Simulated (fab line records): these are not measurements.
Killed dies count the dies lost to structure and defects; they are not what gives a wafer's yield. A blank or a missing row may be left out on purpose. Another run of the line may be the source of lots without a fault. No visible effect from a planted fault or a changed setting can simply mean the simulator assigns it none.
Struck lot and sound lot, side by side :: flow sky130 :: 15 out of 708 route steps
Sound: the wafers L813.2, L813.4, L813.5. Wafers L828.2, L828.5, L828.6 were the ones struck. At the end, the cause is stated.
At each step with rows: each side's tool, then ch and its chambers, then its first start. Under that, the readings that differ: sound wafers :: struck wafers :: difference of the means :: sigmas: that difference in standard deviations of wafers without a fault.
alike: same words and numbers on both sides, and readings whose means sit less than 2 such deviations apart. not compared: any withheld reading, any reading some wafer has no value for, any bound like >300 that may hide the same value, and any number with overlapping values for which the record gives no deviation.
The two part at a step that has a row with sigmas, a row that says differs or no value, or rows on one side only. Non-overlapping numbers with no deviation appear without sigmas and do not part them. Lack of a reading on every wafer of one side parts them only where that side has two or more wafers.

SKY_VIA3_OVL_MEAS_13:
  sound: overlay-02 at day 40 05:41; struck: overlay-01 at day 45 00:49
  alike: VIA3_OVL
then, 1 step without rows for these wafers: SKY_VIA3_ETCH_14 (etches BARC in N2/H2, stops on SiO2, time 45.9 s, target depth 60 nm).
SKY_VIA3_ETCH_15: etches SiO2 in C4F8/O2/Ar, stops on TiN, target depth 507 nm, time 78 s.
  sound on rie diel-03 ch 0,1, day 40 05:46; struck on rie diel-03 ch 1,2,3, day 45 00:54
reading: oes product au (a.u.)
sound: 0.947 0.942 0.946
struck: 0.951 0.954 0.956
difference: +0.009
sigmas: +2
  alike: bias w
  not compared: rf hours counter h
SKY_VIA3_STRIP_16: strips in O2/N2.
  sound on plasma asher-01 ch 0,1, day 40 05:50; struck on plasma asher-02 ch 0,1, day 45 00:58
  alike: drypump motor current A, oes product au, strip time to endpoint s
  not compared: rf hours counter h
then, 3 steps without rows for these wafers: SKY_VIA3_STRIP_17 (strips in post etch residue remover, time 1200 s); SKY_VIA3_CLEAN_18 (cleans in IPA, time 180 s); SKY_VIA3_CLEAN_19 (cleans in O3/DIW).
SKY_VIA3_SPUTTER_20: material TiN, target thk 20 nm, time 80 s.
  sound: pvd sputter-01 at day 40 06:26; struck: pvd sputter-03 at day 45 01:33
  alike: throttle valve pct
then, 1 step without rows for these wafers: SKY_VIA3_CVD_21 (deposits W, target thk 390 nm, time 117.31 s).
SKY_VIA3_RS_MEAS_22: measurement is done with a four-point probe.
  sound: film metro-01 at day 40 06:38; struck: film metro-03 at day 45 01:45
  alike: VIA3_W_RS
SKY_VIA3_THK_MEAS_23: measures by xrf.
  sound: film metro-01 at day 40 06:45; struck: film metro-03 at day 45 01:52
  alike: VIA3_W_THK
SKY_VIA3_CMP_24: polishes, stops on SiO2, t overpolish 20 s, target thk 0 nm.
  sound on cmp-01 ch 1,2, day 40 06:48; struck on cmp-01 ch 2,3, day 45 01:58
  alike: motor current A, overpolish run s, time to endpoint s
SKY_METAL4_SPUTTER_00: material Ti, target thk 15 nm, time 10 s.
  sound: pvd sputter-02 at day 40 07:06; struck: pvd sputter-04 at day 45 02:13
reading: model.Ti_of_METAL4_SPUTTER_00.thk nm (nm)
sound: 14.94 14.82 14.82
struck: 19.44 19.51 19.41
difference: +4.59
sigmas: 
  alike: throttle valve pct
SKY_METAL4_SPUTTER_01: material TiN, target thk 20 nm, time 16.7 s.
  sound: pvd sputter-02 at day 40 07:07; struck: pvd sputter-04 at day 45 02:14
  alike: throttle valve pct
-- the record jumps here: 5 days lie between the struck wafers' starts before and after (it left off in module METAL4 and takes up again in module PAD_OPEN, whose first step shown is number 708 of the route) --
SKY_PAD_OPEN_PROBE_99:
  sound: prober-01 at day 46 05:50; struck: prober-01 at day 50 03:35
reading: killed at other
sound: 2 3 0
struck: 0 0 0
difference: -2
sigmas: -3

reading: killed short
sound: 27 32 41
struck: 45 55 50
difference: +17
sigmas: +2
  alike: defect limited yield, killed_at_M0_to_M3, killed_at_M4_up, killed at contacts, killed at front end, killed dies, killed open, sort_bin_3_pad_short, sort_bin_5_function, sort_bin_6_memory, sort n pass, sort yield pct

## WHERE THEY PART
Last at SKY_PAD_OPEN_PROBE_99 as far as this record goes, first at SKY_VIA3_ETCH_15.

WHY: whatever the simulator had introduced
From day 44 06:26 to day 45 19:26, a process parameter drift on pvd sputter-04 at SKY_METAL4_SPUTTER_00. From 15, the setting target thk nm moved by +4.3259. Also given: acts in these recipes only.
